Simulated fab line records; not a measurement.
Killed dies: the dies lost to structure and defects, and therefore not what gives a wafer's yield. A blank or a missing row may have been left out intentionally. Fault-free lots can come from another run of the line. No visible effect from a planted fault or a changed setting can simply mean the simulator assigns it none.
Which tool is to blame? | flow gf180mcu | 39 wafers from 13 lots sampled at 5 of the route's 602 steps

## WHAT THE GAUGES SHOWED, per wafer
GF_CONTACT_RS_MEAS_25: uses a four-point probe to measure.
lot  | measured     | on            | CONTACT_W_RS (ohm/sq)
L379 | day 15 20:27 | film_metro-03 | 0.386 0.385 0.382
L381 | day 16 16:26 | film_metro-04 | 0.385 0.390 0.389
L382 | day 17 01:14 | film_metro-01 | 0.385 0.397 0.385
L383 | day 17 09:05 | film_metro-04 | 0.381 0.379 0.387
L386 | day 19 01:36 | film_metro-03 | 0.457 0.451 0.453
L387 | day 19 08:13 | film_metro-03 | 0.449 0.440 0.440
L396 | day 22 15:25 | film_metro-01 | 0.381 0.374 0.370
L397 | day 22 15:28 | film_metro-04 | 0.392 0.393 0.389
L398 | day 22 22:11 | film_metro-01 | 0.392 0.387 0.384
L399 | day 23 04:35 | film_metro-01 | 0.400 0.387 0.390
L400 | day 23 13:07 | film_metro-04 | 0.385 0.383 0.387
L401 | day 23 20:10 | film_metro-01 | 0.393 0.385 0.390
L402 | day 24 05:25 | film_metro-01 | 0.369 0.383 0.371

GF_CONTACT_THK_MEAS_26: measures by xrf.
lot  | measured     | on            | CONTACT_W_THK (nm)
L379 | day 15 20:34 | film_metro-03 | 303 303 306
L381 | day 16 16:32 | film_metro-04 | 300 298 299
L382 | day 17 01:21 | film_metro-01 | 301 289 299
L383 | day 17 09:12 | film_metro-04 | 303 305 298
L386 | day 19 01:43 | film_metro-03 | 256 258 256
L387 | day 19 08:20 | film_metro-03 | 260 265 264
L396 | day 22 15:32 | film_metro-01 | 305 310 315
L397 | day 22 15:35 | film_metro-04 | 294 292 297
L398 | day 22 22:19 | film_metro-01 | 297 298 302
L399 | day 23 04:43 | film_metro-01 | 291 302 298
L400 | day 23 13:13 | film_metro-04 | 302 303 300
L401 | day 23 20:17 | film_metro-01 | 294 302 300
L402 | day 24 05:32 | film_metro-01 | 317 303 313

GF_V1_CD_MEAS_14: target cd 260 nm.
lot  | measured     | on        | cd_nm (nm)
L379 | day 17 19:22 | cd_sem-01 | 262.5 261.9 263.4
L381 | day 18 16:29 | cd_sem-02 | 261.3 260.9 261.2
L382 | day 19 02:31 | cd_sem-02 | 260.2 261.3 260.5
L383 | day 19 09:31 | cd_sem-02 | 258.8 259.4 259.9
L386 | day 21 03:31 | cd_sem-01 | 260.0 260.0 258.9
L387 | day 21 09:25 | cd_sem-02 | 259.9 260.2 261.6
L396 | day 24 14:49 | cd_sem-01 | 258.1 258.8 257.8
L397 | day 24 15:28 | cd_sem-02 | 261.4 260.6 260.6
L398 | day 24 22:43 | cd_sem-02 | 260.9 260.8 260.9
L399 | day 25 03:14 | cd_sem-02 | 261.3 262.1 263.1
L400 | day 25 10:43 | cd_sem-01 | 259.1 258.6 259.7
L401 | day 25 19:56 | cd_sem-01 | 261.9 262.2 263.0
L402 | day 26 03:38 | cd_sem-01 | 260.3 259.4 260.6

## TOOL THAT RAN EACH LOT (tool first, then ch and the chambers of the sampled wafers, then the start)
lot  | GF_CONTACT_CVD_24             | GF_V1_CMP_04
L379 | cvd_w-01 ch 0,1, day 15 20:21 | cmp-02 ch 0,1, day 16 20:13
L381 | cvd_w-01 ch 0,1, day 16 16:19 | cmp-02 ch 0,1,2, day 17 16:46
L382 | cvd_w-01 ch 0,1, day 17 01:07 | cmp-02 ch 0,2,3, day 18 02:01
L383 | cvd_w-01 ch 0,1, day 17 08:58 | cmp-01 ch 0,2,3, day 18 09:28
L386 | cvd_w-01 ch 0,1, day 19 01:29 | cmp-01 ch 2,3, day 20 03:13
L387 | cvd_w-01 ch 0,1, day 19 08:07 | cmp-01 ch 1,2, day 20 10:35
L396 | cvd_w-02 ch 0,1, day 22 15:19 | cmp-02 ch 1,3, day 23 16:24
L397 | cvd_w-01 ch 0,1, day 22 15:21 | cmp-02 ch 1,2,3, day 23 16:45
L398 | cvd_w-01 ch 0,1, day 22 22:05 | cmp-01 ch 1,2,3, day 23 23:39
L399 | cvd_w-01 ch 0,1, day 23 04:29 | cmp-02 ch 0,1,3, day 24 04:44
L400 | cvd_w-01 ch 0, day 23 12:55   | cmp-02 ch 1,2, day 24 13:40
L401 | cvd_w-01 ch 0,1, day 23 20:04 | cmp-02 ch 1,2,3, day 24 23:24
L402 | cvd_w-02 ch 0,1, day 24 05:18 | cmp-01 ch 0,1,3, day 25 05:39
- GF_CONTACT_CVD_24: deposits W, target thk 300 nm, time 90.339 s.
- GF_V1_CMP_04: polishes SiO2.

## WHAT THE TOOLS THEMSELVES READ (means of the sampled wafers that have a number; where no wafer has one, the mark that the record gives instead)
GF_CONTACT_CVD_24.
lot  | tool     | heater_power_w (W) | susceptor_temp_C (C)
L379 | cvd_w-01 | 967                | 399.88
L381 | cvd_w-01 | 956                | 400.02
L382 | cvd_w-01 | 972                | 399.91
L383 | cvd_w-01 | 950                | 400.08
L386 | cvd_w-01 | 922                | 392.74
L387 | cvd_w-01 | 923                | 392.90
L396 | cvd_w-02 | 720                | 400.00
L397 | cvd_w-01 | 975                | 400.14
L398 | cvd_w-01 | 970                | 399.87
L399 | cvd_w-01 | 961                | 399.80
L400 | cvd_w-01 | 706                | 399.81
L401 | cvd_w-01 | 825                | 400.15
L402 | cvd_w-02 | 740                | 399.98

GF_V1_CMP_04.
lot  | tool   | motor_current_A (A) | time_to_endpoint_s (s)
L379 | cmp-02 | 11.9                | 82
L381 | cmp-02 | 12.4                | 90
L382 | cmp-02 | 13.7                | 80
L383 | cmp-01 | 13.4                | 84
L386 | cmp-01 | 13.4                | 79
L387 | cmp-01 | 13.4                | 78
L396 | cmp-02 | 12.5                | 78
L397 | cmp-02 | 13.1                | 71
L398 | cmp-01 | 13.6                | 83
L399 | cmp-02 | 13.2                | 75
L400 | cmp-02 | 12.3                | 83
L401 | cmp-02 | 12.9                | 74
L402 | cmp-01 | 12.4                | 80

## THE ANSWER, worked out from the rows above alone
Rule: the usual values come from the lots themselves. Put in order of their means at a reading, lots are off if they are a third of the lots or fewer, leave a main group of 4 or more, and stand apart from it by a gap of 3 or more times the standard deviation of the main group's means; of several such gaps the widest counts. If all means in a main group match to the digits the tables above print for the reading, that group is not used. Also off: a lot with no number at a reading for which 4 or more lots have one. Where the step has rows for the other lots, those lots are counted as sound. First the gauges in route order, then the tools' own readings, where a lot's mean is used as printed above. The first step at which some lot is off is used, and at that step the reading that is off furthest; a lot without a number counts as furthest.
Off: L386, L387, at GF_CONTACT_RS_MEAS_25 (CONTACT_W_RS). The main group has a mean of 0.385 ohm/sq with a standard deviation of 0.0058.
If a tool, at a process step before that reading, ran all the lots that are off and no sound lot after the first of them, it fits. The gauges at GF_CONTACT_RS_MEAS_25 aren't tried: what is off there is off at GF_CONTACT_CVD_24 too, on other tools, and a gauge's error can't cause that. Of those tried, none fits.

## WHAT WAS PUT IN BY THE SIMULATOR
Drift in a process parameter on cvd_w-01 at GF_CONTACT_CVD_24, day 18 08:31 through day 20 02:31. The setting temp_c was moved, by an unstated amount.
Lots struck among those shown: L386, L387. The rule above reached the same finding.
